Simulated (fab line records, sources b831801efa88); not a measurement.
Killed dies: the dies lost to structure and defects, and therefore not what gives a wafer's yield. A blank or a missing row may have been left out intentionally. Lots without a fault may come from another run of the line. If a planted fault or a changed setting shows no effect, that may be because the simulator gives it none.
fab line records	flow sky130
record lots=6	wafers=16	last_day=50
route steps=708 shown LDD_LDN@294 SPACER@304 POLY_CUT@307 PAD_OPEN@708
lots with no fault: from the same line, run without faults
start_h: the number of hours between the record's first day and the start of the first shown wafer of the lot	wait_h: how many hours have passed since the lot's step before this one	" unchanged from the row above	L1.1+2: a single row standing in for several wafers	- no value, or no start was given	* or withheld: withheld	< > ~ a bound
route shown NAME@n: a module of which the file shows steps, and the number in the route of the first	usual: average and standard deviation across the fault-free wafers	same: alike in all rows	chamber/n: place in a boat	sites: readings site by site	_std_site: how widely they spread, as a standard deviation	_edge_site: the outer-site mean with the inner-site mean subtracted	radius_mm: for every site, how far away it sits from the centre of the wafer	mask NAME#n: copy n	behind: the last tool/chamber to shape the wafer	hold: why the lot was held/for how many hours/how that ended	device: the transistor (n, p or np) that didn't switch	end of line: tests run on the same wafers once the route is complete	a step given without rows: its recipe and nothing more	killed: the dies lost at the first sort to structure and to defects; this is not the yield of the wafer	map: shows each die of a wafer: x if killed, . if not, _ if none is there
set.NAME: the setting as run; set.NAME@STEP: as run at that earlier step	model.NAME: the simulator's own value behind a step, which no gauge read
lots at some steps of the route; a table a step, a row a wafer
services: the hour from which a tool's chamber was out of use, counted from the record's first day as start_h (under 0 if before that day), plus the number of hours and why
## steps
# step SKY_LDD_LDN_PEB_05
# recipe temp_c=withheld	time_s=*	resist=NOVOLAK
# step SKY_LDD_LDN_DEVELOP_06
# recipe resist=NOVOLAK	developer=TMAH	develop_time_s=60	dev_temp_c=23
# step SKY_LDD_LDN_OVL_MEAS_07
# usual LDD_LDN_OVL=0.7/1.5
lot.wafer	tool	chamber	start_h	wait_h	LDD_LDN_OVL[nm]
L309.1	overlay-02	-	589.47	0.1	3.6
L309.4	"	-	"	"	3.5
L309.6	"	-	"	"	3.9
L312.1	overlay-01	-	610.27	0.1	0.4
L312.3	"	-	"	"	1.0
L312.6	"	-	"	"	-0.4
L316.1	overlay-02	-	624.05	0.1	3.0
L316.3	"	-	"	"	2.7
L317.1	overlay-02	-	635.00	0.1	1.4
L317.6	"	-	"	"	1.3
L326.1	overlay-01	-	710.07	0.1	-1.3
L326.3	"	-	"	"	1.2
L326.6	"	-	"	"	1.1
L327.2	overlay-02	-	713.27	0.1	1.0
L327.5	"	-	"	"	1.1
L327.6	"	-	"	"	1.6
# step SKY_LDD_LDN_IMPLANT_08
# recipe species=As	energy_kev=15	dose_cm2=1.25e+13	tilt_deg=withheld	rotation_deg=23
# step SKY_LDD_LDN_IMPLANT_09
# recipe species=As	energy_kev=15	dose_cm2=1.25e+13	tilt_deg=withheld	rotation_deg=113
# step SKY_LDD_LDN_IMPLANT_10
# recipe species=As	energy_kev=15	dose_cm2=1.25e+13	tilt_deg=withheld	rotation_deg=203
# step SKY_LDD_LDN_IMPLANT_11
# recipe species=As	energy_kev=15	dose_cm2=1.25e+13	tilt_deg=withheld	rotation_deg=293
# step SKY_LDD_LDN_STRIP_12
# recipe chemistry=O2/N2	power_w=1400	pressure_mtorr=1500	platen_temp_c=withheld	o2_flow_sccm=3000	n2_flow_sccm=300	overash_fraction=0.5
# usual chamber_pressure_mTorr=1500.0/1.4	drypump_motor_current_A=5.4/0.35	oes_product_au=0.715/0.005	strip_time_to_endpoint_s=14.172/0.03
lot.wafer	tool	chamber	start_h	wait_h	chamber_pressure_mTorr	drypump_motor_current_A	oes_product_au	rf_hours_counter_h	strip_time_to_endpoint_s
L309.1	plasma_asher-03	1	590.11	0.1	1500.1	5.2	0.716	45	14.187
L309.4	"	0	"	"	1501.0	5.3	0.721	-	14.197
L309.6	"	1	"	"	1499.3	5.2	0.720	-	14.183
L312.1	plasma_asher-01	1	610.91	0.1	1501.1	5.0	0.709	16	14.179
L312.3	"	1	"	"	1499.7	5.0	0.707	-	14.148
L312.6	"	0	"	"	1500.0	6.1	0.718	-	14.179
L316.1	plasma_asher-04	1	624.68	0.1	1500.3	5.8	0.714	82	14.192
L316.3	"	1	"	"	1501.0	5.7	0.720	-	14.172
L317.1	plasma_asher-03	0	635.63	0.1	1498.9	5.3	0.715	51	14.229
L317.6	"	1	"	"	1499.9	5.3	0.723	-	14.194
L326.1	plasma_asher-04	1	710.71	0.1	1500.0	5.8	0.713	90	14.246
L326.3	"	1	"	"	1502.8	5.8	0.722	-	14.185
L326.6	"	0	"	"	1500.6	5.1	0.717	-	14.191
L327.2	plasma_asher-01	1	713.90	0.1	1499.7	5.0	0.713	27	14.192
L327.5	"	1	"	"	1501.6	5.0	0.714	-	14.136
L327.6	"	0	"	"	1498.2	6.1	0.718	-	14.143
# step SKY_LDD_LDN_TW_MEAS_13
# usual LDD_LDN_TW=1473/8.8
lot.wafer	tool	chamber	start_h	wait_h	LDD_LDN_TW
L309.1	film_metro-02	-	590.21	0.1	1483
L309.4	"	-	"	"	1483
L309.6	"	-	"	"	1484
L312.1	film_metro-02	-	611.01	0.1	1469
L312.3	"	-	"	"	1474
L312.6	"	-	"	"	1478
L316.1	film_metro-02	-	624.78	0.1	1465
L316.3	"	-	"	"	1465
L317.1	film_metro-02	-	635.73	0.1	1467
L317.6	"	-	"	"	1472
L326.1	film_metro-01	-	710.81	0.1	1482
L326.3	"	-	"	"	1483
L326.6	"	-	"	"	1484
L327.2	film_metro-01	-	714.01	0.1	1476
L327.5	"	-	"	"	1477
L327.6	"	-	"	"	1475
# step SKY_LDD_LDN_CLEAN_14
# recipe chemistry=SC1/SC2	mix=1:4:20	temp_c=70	time_s=150	dry=n2_spin
# step SKY_SPACER_CVD_00
# recipe material=Si3N4	precursor=DCS/NH3	target_thk_nm=43.1	temp_c=770	time_s=740	pressure_mtorr=250
# step SKY_SPACER_THK_MEAS_01
# recipe reads=Si3N4_of_SPACER_CVD_00
# usual SPACER_CVD_00_THK=43.2/0.52
lot.wafer	tool	chamber	start_h	wait_h	SPACER_CVD_00_THK[nm]
L309.1	film_metro-04	-	591.59	0.0	44.1
L309.4	"	-	"	"	43.9
L309.6	"	-	"	"	43.6
L312.1	film_metro-01	-	612.71	0.0	44.0
L312.3	"	-	"	"	43.8
L312.6	"	-	"	"	43.7
L316.1	film_metro-01	-	626.79	0.0	43.0
L316.3	"	-	"	"	42.7
L317.1	film_metro-04	-	637.05	0.0	43.9
L317.6	"	-	"	"	44.3
L326.1	film_metro-04	-	712.12	0.0	43.4
L326.3	"	-	"	"	43.6
L326.6	"	-	"	"	43.6
L327.2	film_metro-04	-	715.93	0.0	43.0
L327.5	"	-	"	"	43.4
L327.6	"	-	"	"	43.4
# step SKY_SPACER_ETCHBACK_02
# recipe chemistry=CH3F/O2	target=Si3N4	stop_on=SiO2	source_w=400	bias_w=80	pressure_mtorr=25	ch3f_flow_sccm=40	O2_flow_sccm=30	time_s=46.7	target_depth_a=450
# usual chamber_pressure_mTorr=25.000/0.023	drypump_motor_current_A=5.6/0.32	oes_product_au=0.857/0.007	run_length_s=75.0/0.43	throttle_valve_pct=10.564/0.01
lot.wafer	tool	chamber	start_h	wait_h	chamber_pressure_mTorr	drypump_motor_current_A	oes_product_au	rf_hours_counter_h	run_length_s	throttle_valve_pct	model.SiO2_of_SONOS_ONO_CVD_04.thk_nm
L309.1	rie_diel-01	1	591.65	0.1	25.040	5.8	0.866	33	75.2	10.554	4.349
L309.4	"	2	"	"	24.967	5.5	0.861	2	75.3	10.584	4.338
L309.6	"	0	"	"	25.002	5.2	0.862	-	75.3	10.549	4.224
L312.1	rie_diel-01	0	612.77	0.1	25.007	5.2	0.862	13	75.1	10.561	4.125
L312.3	"	1	"	"	24.999	5.8	0.858	33	74.7	10.551	4.261
L312.6	"	3	"	"	24.962	5.5	0.858	-	75.0	10.570	4.209
L316.1	rie_diel-01	0	626.85	0.1	25.015	5.2	0.855	13	75.1	10.570	4.171
L316.3	"	1	"	"	25.017	5.7	0.717	34	95.2	10.542	2.133
L317.1	rie_diel-01	0	637.11	0.1	24.999	5.2	0.863	14	75.2	10.568	4.247
L317.6	"	1	"	"	25.018	5.7	0.716	-	94.8	10.548	2.159
L326.1	rie_diel-02	2	712.18	0.1	24.983	5.7	0.856	9	74.1	10.570	4.378
L326.3	"	1	"	"	25.008	5.3	0.857	16	75.2	10.559	4.404
L326.6	"	2	"	"	25.041	5.7	0.856	-	74.8	10.560	4.321
L327.2	rie_diel-02	3	715.98	0.0	25.002	6.2	0.856	4	75.1	10.555	4.032
L327.5	"	0	"	"	25.024	5.4	0.853	-	74.8	10.570	4.045
L327.6	"	1	"	"	25.002	5.3	0.854	-	75.7	10.549	4.109
# step SKY_POLY_CUT_DEHYDRATE_00
# recipe temp_c=200	time_s=60
# step SKY_POLY_CUT_HMDS_01
# recipe prime_time_s=60	prime_temp_c=120
# step SKY_POLY_CUT_COAT_02
# recipe resist=BARC	temp_c=withheld	time_s=withheld	spin_rpm=3000	resist_thk_nm=60
# step SKY_POLY_CUT_COAT_03
# recipe resist=KrF-thick	spin_rpm=3000	resist_thk_nm=450
# step SKY_POLY_CUT_SOFTBAKE_04
# recipe temp_c=100	time_s=90	resist=KrF-thick
# step SKY_POLY_CUT_EXPOSE_05
# recipe mask_id=NPCM	na=0.8	source_shape=annular	sigma_inner=0.55	sigma_outer=0.85	target_cd_nm=270	dose_mj=32
# step SKY_POLY_CUT_PEB_06
# recipe peb_temp_c=withheld	peb_time_s=withheld	resist=KrF-thick
# step SKY_POLY_CUT_DEVELOP_07
# recipe develop_time_s=60	resist=KrF-thick	dev_temp_c=21
# step SKY_POLY_CUT_CD_MEAS_08
# recipe target_cd_nm=270
# usual cd_nm=270.0/1.6
lot.wafer	tool	chamber	start_h	wait_h	cd_nm
L309.1	cd_sem-01	-	620.76	-	269.1
L309.4	"	-	"	"	269.0
L309.6	"	-	"	"	269.1
L312.1	cd_sem-02	-	640.96	-	272.1
L312.3	"	-	"	"	272.0
L312.6	"	-	"	"	271.4
L316.1	cd_sem-02	-	655.71	-	270.2
L316.3	"	-	"	"	268.4
L317.1	cd_sem-02	-	665.61	-	269.7
L317.6	"	-	"	"	269.4
L326.1	cd_sem-02	-	740.45	-	271.8
L326.3	"	-	"	"	272.3
L326.6	"	-	"	"	270.5
L327.2	cd_sem-02	-	743.72	-	271.8
L327.5	"	-	"	"	271.4
L327.6	"	-	"	"	270.7
# step SKY_POLY_CUT_OVL_MEAS_09
# usual POLY_CUT_OVL=-1/6.1
lot.wafer	tool	chamber	start_h	wait_h	POLY_CUT_OVL[nm]
L309.1	overlay-01	-	620.88	0.1	-2
L309.4	"	-	"	"	-8
L309.6	"	-	"	"	-14
L312.1	overlay-02	-	641.08	0.1	-3
L312.3	"	-	"	"	0
L312.6	"	-	"	"	0
L316.1	overlay-02	-	655.83	0.1	-11
L316.3	"	-	"	"	-10
L317.1	overlay-01	-	665.73	0.1	3
L317.6	"	-	"	"	-7
L326.1	overlay-02	-	740.57	0.1	-3
L326.3	"	-	"	"	-2
L326.6	"	-	"	"	5
L327.2	overlay-01	-	743.82	0.1	-3
L327.5	"	-	"	"	11
L327.6	"	-	"	"	0
# step SKY_POLY_CUT_ETCH_10
# recipe chemistry=N2/H2	target=BARC	ion_energy_ev=200	source_w=500	bias_w=100	pressure_mtorr=30	n2_flow_sccm=100	h2_flow_sccm=200	stop_on=SiO2	time_s=45.9	target_depth_a=600
# usual chamber_pressure_mTorr=29.999/0.029	drypump_motor_current_A=5.8/0.47	oes_product_au=0.854/0.0049	throttle_valve_pct=13.225/0.0086
lot.wafer	tool	chamber	start_h	wait_h	chamber_pressure_mTorr	drypump_motor_current_A	oes_product_au	rf_hours_counter_h	throttle_valve_pct
L309.1	rie_diel-02	1	620.92	0.0	29.976	5.2	0.857	15	13.225
L309.4	"	0	"	"	30.009	5.4	0.857	-	13.218
L309.6	"	2	"	"	30.024	5.7	0.855	-	13.237
L312.1	rie_diel-03	0	641.12	0.0	29.996	6.2	0.849	7	13.241
L312.3	"	3	"	"	29.983	5.2	0.848	5	13.221
L312.6	"	3	"	"	30.026	5.2	0.863	-	13.235
L316.1	rie_diel-02	0	655.87	0.0	30.016	5.4	0.858	5	13.230
L316.3	"	3	"	"	30.030	6.2	0.851	3	13.217
L317.1	rie_diel-02	1	665.77	0.0	30.015	5.3	0.852	15	13.228
L317.6	"	3	"	"	29.975	6.2	0.856	-	13.245
L326.1	rie_diel-01	0	740.61	0.0	30.003	5.2	0.853	15	13.211
L326.3	"	2	"	"	30.032	5.5	0.848	5	13.224
L326.6	"	3	"	"	30.010	5.5	0.859	-	13.240
L327.2	rie_diel-03	0	743.85	0.0	29.990	6.2	0.851	10	13.225
L327.5	"	0	"	"	30.007	6.1	0.846	-	13.221
L327.6	"	1	"	"	30.025	6.6	0.860	-	13.230
# step SKY_POLY_CUT_ETCH_11
# recipe target=Si3N4	chemistry=CF4/CH2F2/Ar	stop_on=poly-Si	source_w=600	bias_w=150	pressure_mtorr=40	cf4_flow_sccm=40	ch2f2_flow_sccm=20	Ar_flow_sccm=150	time_s=42.5	target_depth_a=600
# usual chamber_pressure_mTorr=40.00/0.035	drypump_motor_current_A=5.8/0.47	oes_product_au=0.827/0.0065	throttle_valve_pct=14.994/0.0098
lot.wafer	tool	chamber	start_h	wait_h	chamber_pressure_mTorr	drypump_motor_current_A	oes_product_au	rf_hours_counter_h	throttle_valve_pct	model.etch.depth_nm	model.POLY_CUT.feature_depth_nm
L309.1	rie_diel-02	1	620.96	0.0	40.01	5.3	0.824	15	14.985	60.72	60.72
L309.4	"	0	"	"	40.05	5.4	0.834	-	14.994	61.73	61.73
L309.6	"	2	"	"	39.92	5.7	0.838	-	14.987	61.93	61.93
L312.1	rie_diel-03	0	641.16	0.0	40.00	6.2	0.833	7	14.991	61.95	61.95
L312.3	"	3	"	"	39.96	5.2	0.823	5	14.985	61.32	61.32
L312.6	"	3	"	"	39.99	5.2	0.837	-	14.994	62.13	62.13
L316.1	rie_diel-02	0	655.91	0.0	40.04	5.4	0.823	5	14.995	61.65	61.65
L316.3	"	3	"	"	39.96	6.2	0.785	3	15.012	55.94	55.94
L317.1	rie_diel-02	1	665.81	0.0	40.02	5.3	0.829	15	14.996	61.67	61.67
L317.6	"	3	"	"	40.05	6.2	0.787	-	14.993	56.26	56.26
L326.1	rie_diel-01	0	740.65	0.0	39.97	5.2	0.822	15	15.000	61.5	61.5
L326.3	"	2	"	"	40.00	5.5	0.821	5	14.997	61.44	61.44
L326.6	"	3	"	"	40.01	5.5	0.826	-	14.990	61.83	61.83
L327.2	rie_diel-03	0	743.90	0.0	40.00	6.1	0.817	10	14.998	60.83	60.83
L327.5	"	0	"	"	40.01	6.1	0.817	-	14.995	61.22	61.22
L327.6	"	1	"	"	39.99	6.6	0.825	-	14.996	61.2	61.2
# step SKY_POLY_CUT_STRIP_12
# recipe chemistry=O2/N2	power_w=1400	pressure_mtorr=1500	platen_temp_c=withheld	o2_flow_sccm=3000	n2_flow_sccm=300	overash_fraction=0.5
# usual chamber_pressure_mTorr=1499.8/1.2	drypump_motor_current_A=5.5/0.43	oes_product_au=0.452/0.0043	strip_time_to_endpoint_s=5.355/0.017
lot.wafer	tool	chamber	start_h	wait_h	chamber_pressure_mTorr	drypump_motor_current_A	oes_product_au	rf_hours_counter_h	strip_time_to_endpoint_s
L309.1	plasma_asher-02	1	621.00	0.0	1499.8	5.7	0.444	91	5.340
L309.4	"	0	"	"	1498.9	5.0	0.453	-	5.366
L309.6	"	1	"	"	1501.2	5.7	0.463	-	5.349
L312.1	plasma_asher-02	1	641.20	0.0	1499.3	5.7	0.447	94	5.382
L312.3	"	0	"	"	1498.7	5.0	0.459	-	5.355
L312.6	"	1	"	"	1500.3	5.7	0.458	-	5.336
L316.1	plasma_asher-04	1	655.95	0.0	1501.8	5.8	0.446	85	5.337
L316.3	"	1	"	"	1502.1	5.8	0.449	-	5.340
L317.1	plasma_asher-02	1	665.85	0.0	1499.8	5.7	0.450	96	5.331
L317.6	"	1	"	"	1500.2	5.7	0.448	-	5.329
L326.1	plasma_asher-04	0	740.69	0.0	1501.0	5.1	0.449	94	5.327
L326.3	"	1	"	"	1497.7	5.8	0.452	-	5.330
L326.6	"	0	"	"	1499.5	5.1	0.453	-	5.326
L327.2	plasma_asher-04	0	743.94	0.0	1499.4	5.1	0.442	94	5.347
L327.5	"	1	"	"	1500.7	5.9	0.457	-	5.351
L327.6	"	0	"	"	1500.5	5.1	0.448	-	5.345
# step SKY_PAD_OPEN_PROBE_99
# usual killed_at_M0_to_M3=43/6.6	killed_at_M4_up=2.9/1.6	killed_at_contacts=24/4.9	killed_at_front_end=15/4.5	killed_at_other=0.2/0.45	killed_dies=86/8.8	killed_open=48/6.4	killed_short=38/5.6
# same gross_dies=492	killed_at_back_side=0
lot.wafer	tool	chamber	start_h	wait_h	killed_at_M0_to_M3	killed_at_M4_up	killed_at_contacts	killed_at_front_end	killed_at_other	killed_dies	killed_open	killed_short	model.etest.pfet_01v8.r_on_ohm_um	model.etest.res_pdiff.line_ohm_um	model.etest.res_ndiff.line_ohm_um	model.etest.nfet_g5v0d10v5.r_on_ohm_um	model.etest.sonos_uncharged.r_on_ohm_um	model.etest.pfet_01v8.drive_ua_um	model.etest.nfet_01v8_lvt.drive_ua_um	model.etest.res_pdiff.rs_ohm_sq
L309.1	prober-01	-	1124.74	0.1	41	2	20	10	0	73	47	26	2948	1354	776.6	1892	822.5	189.1	577.4	197.4
L309.4	prober-01	-	1124.89	0.2	50	2	26	9	0	87	50	37	2922	1370	774.5	1879	810.2	191.1	580.4	198.4
L309.6	prober-01	-	1124.99	0.2	37	5	31	12	1	86	59	27	2906	1372	779.1	1901	815.9	191.4	570.3	200.6
L312.1	prober-01	-	1136.93	0.1	49	2	33	18	0	102	51	51	2932	1390	782.9	1919	810.2	191.4	572.6	199.4
L312.3	prober-01	-	1137.03	0.2	39	2	34	15	1	91	59	32	2864	1384	781	1909	821.3	191.9	568.5	197.2
L312.6	prober-01	-	1137.18	0.2	53	3	26	11	0	93	45	48	2960	1428	800.9	1940	831.1	188.7	567.7	197.7
L316.1	prober-02	-	1149.58	0.1	37	2	28	17	0	84	40	44	2926	1381	770.6	1912	805.4	192.1	560.6	196.7
L316.3	prober-02	-	1149.68	0.2	34	1	28	20	0	83	51	32	2707	1227	727.1	1862	780.3	214.1	582.1	176
L317.1	prober-01	-	1153.32	0.1	40	4	25	15	0	84	48	36	2921	1387	762.4	1904	812.6	189.8	589.7	198.6
L317.6	prober-01	-	1153.57	0.2	38	3	25	19	0	85	43	42	2685	1251	723.8	1878	788.6	211.5	601.6	179.2
L326.1	prober-01	-	1202.84	0.1	39	1	27	13	0	80	45	35	2969	1394	777.9	1887	812.3	187.5	550.9	199.3
L326.3	prober-01	-	1202.94	0.2	53	1	24	14	1	93	53	40	2964	1385	777.9	1864	822.9	186.2	565.4	200.2
L326.6	prober-01	-	1203.09	0.2	55	0	30	11	0	96	55	41	2983	1404	784.4	1867	807.5	185.8	560.8	198.4
L327.2	prober-02	-	1203.83	0.1	27	2	21	6	0	56	31	25	2981	1422	772	1886	825.8	186.4	545.9	197
L327.5	prober-02	-	1203.98	0.2	44	6	29	5	0	84	49	35	3020	1412	774.5	1898	814.3	183.3	541.6	198.1
L327.6	prober-02	-	1204.03	0.2	34	2	26	9	0	71	35	36	2975	1342	759.6	1890	809	187.2	574	197.1
# killed by level:class
L309.1 LI_CONTACT:geometric_particle:open=8 VIA1:geometric_particle:open=8 VIA2:geometric_particle:open=8 CONTACT:geometric_particle:open=7 VIA3:geometric_particle:open=6 POLY_GATE:geometric_particle:short=4 METAL2:geometric_particle:short=4 VIA2:geometric_particle:short=4
L309.4 LI_CONTACT:geometric_particle:open=10 VIA1:geometric_particle:open=10 VIA1:geometric_particle:short=8 CONTACT:geometric_particle:open=7 VIA3:geometric_particle:open=7 VIA2:geometric_particle:open=7 METAL2:geometric_particle:short=5 VIA2:geometric_particle:short=4
L309.6 CONTACT:geometric_particle:open=12 VIA1:geometric_particle:open=11 LI_CONTACT:geometric_particle:open=10 VIA3:geometric_particle:open=7 CONTACT:geometric_particle:short=5 VIA2:geometric_particle:open=5 POLY_GATE:geometric_particle:open=4 LOCAL_INTERCONNECT:geometric_particle:short=4
L312.1 CONTACT:geometric_particle:open=14 VIA3:geometric_particle:open=10 FIELD_ISO:geometric_particle:short=8 METAL1:geometric_particle:short=8 LI_CONTACT:geometric_particle:open=7 VIA1:geometric_particle:open=7 VIA2:geometric_particle:open=5 CONTACT:geometric_particle:short=5
L312.3 LI_CONTACT:geometric_particle:open=12 VIA1:geometric_particle:open=12 CONTACT:geometric_particle:open=9 VIA3:geometric_particle:open=9 FIELD_ISO:geometric_particle:open=6 CONTACT:geometric_particle:short=6 FIELD_ISO:geometric_particle:short=5 LI_CONTACT:geometric_particle:short=4
L312.6 VIA1:geometric_particle:open=11 VIA3:geometric_particle:open=8 METAL3:geometric_particle:short=7 LI_CONTACT:geometric_particle:open=7 METAL1:geometric_particle:short=7 CONTACT:geometric_particle:open=7 CONTACT:geometric_particle:short=5 FIELD_ISO:geometric_particle:short=4
L316.1 CONTACT:geometric_particle:open=9 LI_CONTACT:geometric_particle:open=6 LOCAL_INTERCONNECT:geometric_particle:short=6 CONTACT:geometric_particle:short=6 VIA1:geometric_particle:open=6 VIA1:geometric_particle:short=5 METAL3:geometric_particle:short=5 FIELD_ISO:geometric_particle:short=4
L316.3 LI_CONTACT:geometric_particle:open=9 CONTACT:geometric_particle:open=9 VIA1:geometric_particle:open=9 FIELD_ISO:geometric_particle:open=8 FIELD_ISO:geometric_particle:short=6 VIA2:geometric_particle:open=4 LOCAL_INTERCONNECT:geometric_particle:short=4 VIA1:geometric_particle:short=4
L317.1 VIA3:geometric_particle:open=9 CONTACT:geometric_particle:open=7 VIA1:geometric_particle:open=7 VIA2:geometric_particle:open=7 FIELD_ISO:geometric_particle:short=5 LI_CONTACT:geometric_particle:open=5 VIA1:geometric_particle:short=5 FIELD_ISO:geometric_particle:open=4
L317.6 VIA1:geometric_particle:open=8 POLY_GATE:geometric_particle:open=7 CONTACT:geometric_particle:open=7 VIA2:geometric_particle:open=7 METAL3:geometric_particle:short=7 LI_CONTACT:geometric_particle:open=6 LI_CONTACT:geometric_particle:short=5 FIELD_ISO:geometric_particle:short=4
L326.1 VIA1:geometric_particle:open=14 CONTACT:geometric_particle:open=8 LI_CONTACT:geometric_particle:open=7 FIELD_ISO:geometric_particle:short=6 METAL1:geometric_particle:short=6 CONTACT:geometric_particle:short=5 VIA1:geometric_particle:short=4 FIELD_ISO:geometric_particle:open=3
L326.3 VIA1:geometric_particle:open=16 CONTACT:geometric_particle:open=8 FIELD_ISO:geometric_particle:short=6 VIA2:geometric_particle:short=6 LOCAL_INTERCONNECT:geometric_particle:short=6 VIA3:geometric_particle:open=6 VIA2:geometric_particle:open=6 CONTACT:geometric_particle:short=4
L326.6 CONTACT:geometric_particle:open=11 VIA1:geometric_particle:open=11 VIA2:geometric_particle:open=10 METAL2:geometric_particle:short=8 VIA3:geometric_particle:open=8 LI_CONTACT:geometric_particle:open=6 METAL1:geometric_particle:short=6 LOCAL_INTERCONNECT:geometric_particle:short=5
L327.2 VIA1:geometric_particle:open=7 LI_CONTACT:geometric_particle:open=6 VIA2:geometric_particle:open=6 CONTACT:geometric_particle:open=5 LI_CONTACT:geometric_particle:short=4 METAL1:geometric_particle:short=4 LOCAL_INTERCONNECT:geometric_particle:short=3 VIA1:geometric_particle:short=3
L327.5 VIA1:geometric_particle:open=14 CONTACT:geometric_particle:open=10 VIA2:geometric_particle:open=10 LI_CONTACT:geometric_particle:open=9 VIA1:geometric_particle:short=6 METAL4:geometric_particle:short=5 LOCAL_INTERCONNECT:geometric_particle:short=4 METAL1:geometric_particle:short=4
L327.6 CONTACT:geometric_particle:open=11 VIA1:geometric_particle:open=8 CONTACT:geometric_particle:short=6 METAL2:geometric_particle:short=6 VIA3:geometric_particle:open=5 LI_CONTACT:geometric_particle:short=4 LI_CONTACT:geometric_particle:open=4 VIA2:geometric_particle:short=4
## services
tool	chamber	start_h	hours	kind
plasma_asher-02	-	582.64	4.0	repair
rie_diel-03	0	588.20	4.4	repair
plasma_asher-03	-	592.60	2.2	repair
plasma_asher-01	-	598.70	2.8	pm
rie_diel-02	3	599.23	23.6	repair
plasma_asher-02	-	604.09	14.6	pm
rie_diel-03	2	613.23	5.8	repair
rie_diel-02	1	645.93	2.3	repair
rie_diel-03	2	651.07	12.0	repair
rie_diel-01	0	677.27	10.3	repair
rie_diel-01	0	689.48	22.1	repair
plasma_asher-02	-	698.84	2.2	repair
plasma_asher-04	-	703.91	2.8	pm
rie_diel-01	1	720.09	8.3	repair
rie_diel-02	3	724.93	6.5	repair
plasma_asher-02	-	733.75	9.0	pm
plasma_asher-02	0	733.75	9.0	vent_cycle
plasma_asher-02	1	733.75	9.0	vent_cycle
plasma_asher-01	-	735.68	1.2	repair
rie_diel-02	0	742.45	4.2	repair
plasma_asher-02	0	742.75	-	clean
plasma_asher-02	1	742.75	-	clean
## key
first_sign step=SKY_SPACER_ETCHBACK_02	reading=run_length_s	direction=up	sigmas=47	usual=*	struck=*
effect step=SKY_SPACER_ETCHBACK_02	reading=oes_product_au	direction=down	sigmas=20	usual=0.857	struck=0.716
effect step=SKY_POLY_CUT_ETCH_11	reading=oes_product_au	direction=down	sigmas=6.4	usual=0.827	struck=0.786
model_effect step=SKY_SPACER_ETCHBACK_02	value=SiO2_of_SONOS_ONO_CVD_04.thk_nm	without=4.159	struck=2.146
model_effect step=SKY_POLY_CUT_ETCH_11	value=etch.depth_nm	without=61.67	struck=56.1
model_effect step=SKY_PAD_OPEN_PROBE_99	value=etest.pfet_01v8.r_on_ohm_um	without=2938	struck=2696
met_at SKY_SPACER_ETCHBACK_02
struck_wafers L316.3,L317.6
tester_left_out L316,L317
onset_between 612.77 626.85
fault kind=process_parameter_drift	tool=rie_diel-01	chamber=-	onset_h=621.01	steps=SKY_SPACER_ETCHBACK_02	channel=time_s	offset=*	shape=step	end_h=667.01	scope=struck_wafers_only	acts_in=*	stated=*
# tester_left_out: of these lots the tester's yield and bins aren't shown, on N5 and GAA mostly nor the transistor test; their killed dies are dies lost to structure and defects alone, not to doping, threshold or leakage, so they don't give the yield
